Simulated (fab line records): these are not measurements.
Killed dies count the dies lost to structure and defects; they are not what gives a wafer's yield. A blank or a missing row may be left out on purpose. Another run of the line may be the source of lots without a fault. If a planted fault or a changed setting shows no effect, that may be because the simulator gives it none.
Which tool was responsible? -- flow gf180mcu -- 11 lots with 33 wafers sampled at 4 steps, on a route of 602 steps

## WHAT THE GAUGES READ, wafer by wafer
GF_V2_THK_MEAS_01. Usual: V2_CVD_00_THK 598 nm, standard deviation 6.1.
lot,measured,on,V2_CVD_00_THK (nm),flag
L208,day 19 05:22,filmMetro-01,587 595 590,
L210,day 20 13:22,filmMetro-04,593 614 594,
L211,day 20 16:22,filmMetro-04,594 610 602,
L212,day 21 01:11,filmMetro-02,592 599 613,
L219,day 23 08:10,filmMetro-01,582 591 587,
L218,day 23 09:43,filmMetro-04,595 591 595,
L227,day 26 12:16,filmMetro-04,603 596 596,
L228,day 26 15:05,filmMetro-02,596 594 589,
L229,day 26 16:17,filmMetro-01,592 595 604,
L230,day 27 06:25,filmMetro-01,598 607 604,
L231,day 27 14:46,filmMetro-01,596 599 599,

GF_V2_CD_MEAS_14 targets a cd of 260 nm. Usual: cdNm reads 259.5 nm (standard deviation 1.3).
lot,measured,on,cdNm (nm),flag
L208,day 20 06:34,cdSem-01,260.6 261.4 262.4,
L210,day 21 13:54,cdSem-01,260.7 259.6 260.7,
L211,day 21 16:13,cdSem-02,256.2 257.0 257.6,
L212,day 22 02:11,cdSem-01,259.0 259.2 257.0,
L219,day 24 06:52,cdSem-02,269.9 268.9 270.2,OFF
L218,day 24 08:49,cdSem-02,268.3 267.1 269.0,OFF
L227,day 27 09:34,cdSem-02,258.1 258.5 258.6,
L228,day 27 12:01,cdSem-01,257.4 258.4 258.8,
L229,day 27 13:23,cdSem-02,259.8 261.2 261.2,
L230,day 28 03:13,cdSem-01,259.4 259.4 259.1,
L231,day 28 11:26,cdSem-01,259.0 259.2 259.4,

## EACH LOT AND THE TOOL THAT RAN IT (in order: tool; ch and the chambers of the sampled wafers; start)
lot,GF_M1_STRIP_17,GF_V2_COAT_09
L208,"plasmaAsher-03 ch 0,1, day 17 01:35","lithoTrack-01 ch 0, day 19 18:00"
L210,"plasmaAsher-02 ch 0, day 18 09:15","lithoTrack-02 ch 0, day 21 01:00"
L211,"plasmaAsher-01 ch 0,1, day 18 11:49","lithoTrack-01 ch 0, day 21 04:00"
L212,"plasmaAsher-03 ch 0,1, day 18 19:59","lithoTrack-02 ch 0, day 21 13:00"
L219,"plasmaAsher-01 ch 0,1, day 21 05:44","lithoTrack-01 ch 0, day 23 19:00"
L218,"plasmaAsher-03 ch 0,1, day 21 07:20","lithoTrack-01 ch 0, day 23 21:00"
L227,"plasmaAsher-02 ch 0,1, day 24 13:50","lithoTrack-01 ch 0, day 26 22:00"
L228,"plasmaAsher-01 ch 0,1, day 24 15:17","lithoTrack-01 ch 0, day 27 01:00"
L229,"plasmaAsher-03 ch 0,1, day 24 18:17","lithoTrack-02 ch 0, day 27 02:00"
L230,"plasmaAsher-01 ch 0,1, day 25 08:02","lithoTrack-02 ch 0, day 27 16:00"
L231,"plasmaAsher-01 ch 0,1, day 25 17:32","lithoTrack-01 ch 0, day 28 01:00"
- GF_M1_STRIP_17: strips in O2/N2.
- GF_V2_COAT_09: resist thk 1000 nm.

## AS READ BY THE TOOLS THEMSELVES (means over the sampled wafers that have a number; for cases with no such wafer, the mark the record gives instead)
GF_M1_STRIP_17. Usual: drypumpMotorCurrentA 5.7 A, standard deviation 0.4; heaterPowerW 331 W, standard deviation 26; oesProductAu 0.558 a.u., standard deviation 0.0046; stripTimeToEndpointS 7.88 s, standard deviation 0.043.
lot,tool,drypumpMotorCurrentA (A),heaterPowerW (W),oesProductAu (a.u.),stripTimeToEndpointS (s),flag
L208,plasmaAsher-03,6.1,326,0.558,7.89,
L210,plasmaAsher-02,5.4,317,0.559,7.83,
L211,plasmaAsher-01,5.6,348,0.554,7.81,
L212,plasmaAsher-03,5.9,318,0.556,7.89,
L219,plasmaAsher-01,5.4,370,0.559,7.92,
L218,plasmaAsher-03,5.9,320,0.554,7.86,
L227,plasmaAsher-02,5.3,304,0.559,7.88,
L228,plasmaAsher-01,5.6,375,0.554,7.89,
L229,plasmaAsher-03,6.2,321,0.558,7.87,
L230,plasmaAsher-01,5.4,363,0.559,7.89,
L231,plasmaAsher-01,5.5,373,0.554,7.92,

GF_V2_COAT_09. Usual: chillPlateTempC reads 23.00 C (standard deviation 0.11).
lot,tool,chillPlateTempC (C),flag
L208,lithoTrack-01,23.03,
L210,lithoTrack-02,23.07,
L211,lithoTrack-01,23.02,
L212,lithoTrack-02,22.94,
L219,lithoTrack-01,23.07,
L218,lithoTrack-01,23.17,
L227,lithoTrack-01,23.12,
L228,lithoTrack-01,22.81,
L229,lithoTrack-02,23.13,
L230,lithoTrack-02,22.90,
L231,lithoTrack-01,23.08,

## THE ANSWER, worked out from the rows above alone
Rule: lot off if the mean of its wafers having a number is beyond 3 standard deviations from the usual mean. Also off: a lot with no number at a reading for which 4 or more lots have one. Where the step has rows for the other lots, those lots are counted as sound. After the gauges, taken in route order, come the tools' own readings; for these a lot's mean is taken, as printed above. The first step at which some lot is off is used, and at that step the reading that is off furthest; a lot without a number counts as furthest.
Off: L219, L218, at GF_V2_CD_MEAS_14 (cdNm).
A tool fits if, at a process step before that reading, it ran every lot that is off, and no sound lot after the first of them. The gauges at GF_V2_CD_MEAS_14 are tried like those tools. No candidate that was tried fits.

## WHAT WAS PUT IN BY THE SIMULATOR
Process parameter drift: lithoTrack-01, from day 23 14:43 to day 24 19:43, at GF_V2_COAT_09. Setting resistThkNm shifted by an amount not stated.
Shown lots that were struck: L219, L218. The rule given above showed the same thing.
